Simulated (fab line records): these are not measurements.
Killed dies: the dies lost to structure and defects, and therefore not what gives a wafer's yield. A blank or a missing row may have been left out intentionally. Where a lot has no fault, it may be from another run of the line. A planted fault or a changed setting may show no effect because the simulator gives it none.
Which of the tools did it?	flow sky130	15 lots with 42 wafers sampled at 5 steps, on a route of 708 steps

== WHAT THE GAUGES READ, wafer by wafer ==
SKY_SD_N_OVL_MEAS_08.
lot	measured	on	SD_N_OVL (nm)
L963	day 27 20:28	overlay-01	-1.3 -0.1 -2.6
L964	day 28 00:58	overlay-02	0.7 0.4 -0.3
L965	day 28 23:16	overlay-01	-2.0 -2.0 -2.7
L966	day 29 01:58	overlay-02	-1.8 -0.1 -2.1
L969	day 30 12:41	overlay-01	-0.8 -1.4 1.6
L968	day 30 14:12	overlay-02	-0.4 -0.1
L971	day 30 17:31	overlay-01	-2.0 -4.3
L972	day 30 23:31	overlay-01	0.6 0.3
L980	day 33 11:29	overlay-02	-2.1 -0.9 -2.7
L981	day 33 19:25	overlay-01	0.3 -1.2 -0.2
L982	day 34 03:37	overlay-01	-0.5 -1.3 -1.6
L983	day 34 07:43	overlay-01	0.0 -0.3 -0.5
L984	day 34 11:43	overlay-01	0.9 -0.5 1.0
L985	day 34 19:28	overlay-01	-0.4 0.7 -1.3
L986	day 35 02:43	overlay-02	0.1 1.6 -0.7

SKY_CONTACT_THK_MEAS_03.
lot	measured	on	CONTACT_HDPCVD_THK (nm)
L963	day 30 08:10	film metro-01	572 564 570
L964	day 30 14:23	film metro-02	564 562 561
L965	day 31 09:51	film metro-01	571 564 567
L966	day 31 13:12	film metro-02	554 556 564
L969	day 32 23:34	film metro-04	559 560 564
L968	day 33 00:52	film metro-01	424 424
L971	day 33 04:16	film metro-02	570 425
L972	day 33 09:14	film metro-01	417 562
L980	day 35 21:22	film metro-01	573 565 570
L981	day 36 05:56	film metro-04	557 557 558
L982	day 36 13:19	film metro-02	560 566 568
L983	day 36 16:32	film metro-01	570 562 562
L984	day 36 20:33	film metro-02	560 564 562
L985	day 37 04:26	film metro-02	562 573 571
L986	day 37 12:02	film metro-01	565 560 559

== WHAT TOOL EACH LOT RAN ON (gives the tool, then ch and the chambers of the sampled wafers, and finally the start) ==
lot	SKY_RES_XHIGH_STRIP_08	SKY_LI_CONTACT_SPUTTER_20	SKY_CONTACT_HDPCVD_02
L963	plasma asher-04 ch 0,1, day 26 15:27	pvd sputter-01, day 29 02:35	hdpcvd-01 ch 0,1,2, day 30 08:05
L964	plasma asher-04 ch 0,1, day 26 19:49	pvd sputter-03, day 29 08:17	hdpcvd-02 ch 1,2, day 30 14:18
L965	plasma asher-03 ch 0,1, day 27 18:08	pvd sputter-01, day 30 05:00	hdpcvd-01 ch 0,2, day 31 09:44
L966	plasma asher-03 ch 0,1, day 27 22:02	pvd sputter-03, day 30 08:04	hdpcvd-02 ch 0,1,2, day 31 13:07
L969	plasma asher-03 ch 0,1, day 29 08:34	pvd sputter-01, day 31 18:31	hdpcvd-01 ch 0,2, day 32 23:29
L968	plasma asher-04 ch 0,1, day 29 09:32	pvd sputter-01, day 31 19:44	hdpcvd-01 ch 0, day 33 00:47
L971	plasma asher-04 ch 0,1, day 29 13:25	pvd sputter-03, day 31 23:04	hdpcvd-01 ch 1,2, day 33 04:11
L972	plasma asher-04 ch 0,1, day 29 20:35	pvd sputter-03, day 32 04:37	hdpcvd-01 ch 0,1, day 33 09:09
L980	plasma asher-02 ch 0,1, day 32 10:17	pvd sputter-04, day 34 16:30	hdpcvd-01 ch 0,2, day 35 21:17
L981	plasma asher-04 ch 0,1, day 32 16:16	pvd sputter-03, day 35 01:00	hdpcvd-02 ch 0,1,2, day 36 05:52
L982	plasma asher-04 ch 0,1, day 33 00:35	pvd sputter-01, day 35 09:11	hdpcvd-01 ch 0,1,2, day 36 13:14
L983	plasma asher-03 ch 0,1, day 33 05:49	pvd sputter-04, day 35 12:08	hdpcvd-01 ch 0,1, day 36 16:27
L984	plasma asher-02 ch 0,1, day 33 09:04	pvd sputter-03, day 35 16:48	hdpcvd-02 ch 0,1, day 36 20:29
L985	plasma asher-04 ch 0,1, day 33 17:15	pvd sputter-04, day 36 00:33	hdpcvd-01 ch 0,1, day 37 04:22
L986	plasma asher-02 ch 0,1, day 34 00:22	pvd sputter-03, day 36 07:32	hdpcvd-02 ch 0,2, day 37 11:58
- SKY_RES_XHIGH_STRIP_08: strips in O2/N2.
- SKY_LI_CONTACT_SPUTTER_20: material TiN, target thk 20 nm, time 80 s.
- SKY_CONTACT_HDPCVD_02: deposits SiO2, target thk 565 nm, time 94.2 s.

== AS READ BY THE TOOLS THEMSELVES (means over the sampled wafers that have a number; for cases with no such wafer, the mark the record gives instead) ==
SKY_RES_XHIGH_STRIP_08.
lot	tool	drypump motor current A (A)	oes product au (a.u.)	strip time to endpoint s (s)
L963	plasma asher-04	6.0	0.707	14.36
L964	plasma asher-04	6.0	0.710	14.27
L965	plasma asher-03	5.1	0.711	14.26
L966	plasma asher-03	5.1	0.713	14.21
L969	plasma asher-03	5.2	0.712	14.26
L968	plasma asher-04	5.9	0.714	14.29
L971	plasma asher-04	5.9	0.709	14.25
L972	plasma asher-04	5.9	0.713	14.24
L980	plasma asher-02	5.3	0.713	14.25
L981	plasma asher-04	5.8	0.709	14.24
L982	plasma asher-04	5.8	0.710	14.29
L983	plasma asher-03	5.3	0.710	14.24
L984	plasma asher-02	5.5	0.714	14.28
L985	plasma asher-04	5.8	0.712	14.24
L986	plasma asher-02	5.4	0.711	14.23

SKY_LI_CONTACT_SPUTTER_20.
lot	tool	throttle valve pct (%)
L963	pvd sputter-01	29.9
L964	pvd sputter-03	30.4
L965	pvd sputter-01	30.2
L966	pvd sputter-03	30.5
L969	pvd sputter-01	29.9
L968	pvd sputter-01	29.8
L971	pvd sputter-03	30.4
L972	pvd sputter-03	30.4
L980	pvd sputter-04	30.5
L981	pvd sputter-03	30.7
L982	pvd sputter-01	30.0
L983	pvd sputter-04	29.8
L984	pvd sputter-03	30.6
L985	pvd sputter-04	30.1
L986	pvd sputter-03	30.5

== THE ANSWER, worked out from the rows above alone ==
Rule: the lots themselves supply what counts as usual. Put in order of their means at a reading, lots are off if they are a third of the lots or fewer, leave a main group of 4 or more, and stand apart from it by a gap of 3 or more times the standard deviation of the main group's means; of several such gaps the widest counts. If all means in a main group match to the digits the tables above print for the reading, that group is not used. Also off: a lot with no number at a reading for which 4 or more lots have one. All remaining lots with rows at the step are treated as sound. After the gauges, taken in route order, come the tools' own readings; for these a lot's mean is taken, as printed above. At the first step where some lot is off, the reading lying furthest off is the one used; lots without a number count as furthest.
Off: at SKY_CONTACT_THK_MEAS_03 (CONTACT_HDPCVD_THK), L968, L971, L972. For the main group the mean is 564 nm and the standard deviation 3.9.
If a tool, at a process step before that reading, ran all the lots that are off and no sound lot after the first of them, it fits. Gauges at SKY_CONTACT_THK_MEAS_03: tried the same way as those tools. None of those tried fits.

== WHAT THE SIMULATOR HAD PUT IN ==
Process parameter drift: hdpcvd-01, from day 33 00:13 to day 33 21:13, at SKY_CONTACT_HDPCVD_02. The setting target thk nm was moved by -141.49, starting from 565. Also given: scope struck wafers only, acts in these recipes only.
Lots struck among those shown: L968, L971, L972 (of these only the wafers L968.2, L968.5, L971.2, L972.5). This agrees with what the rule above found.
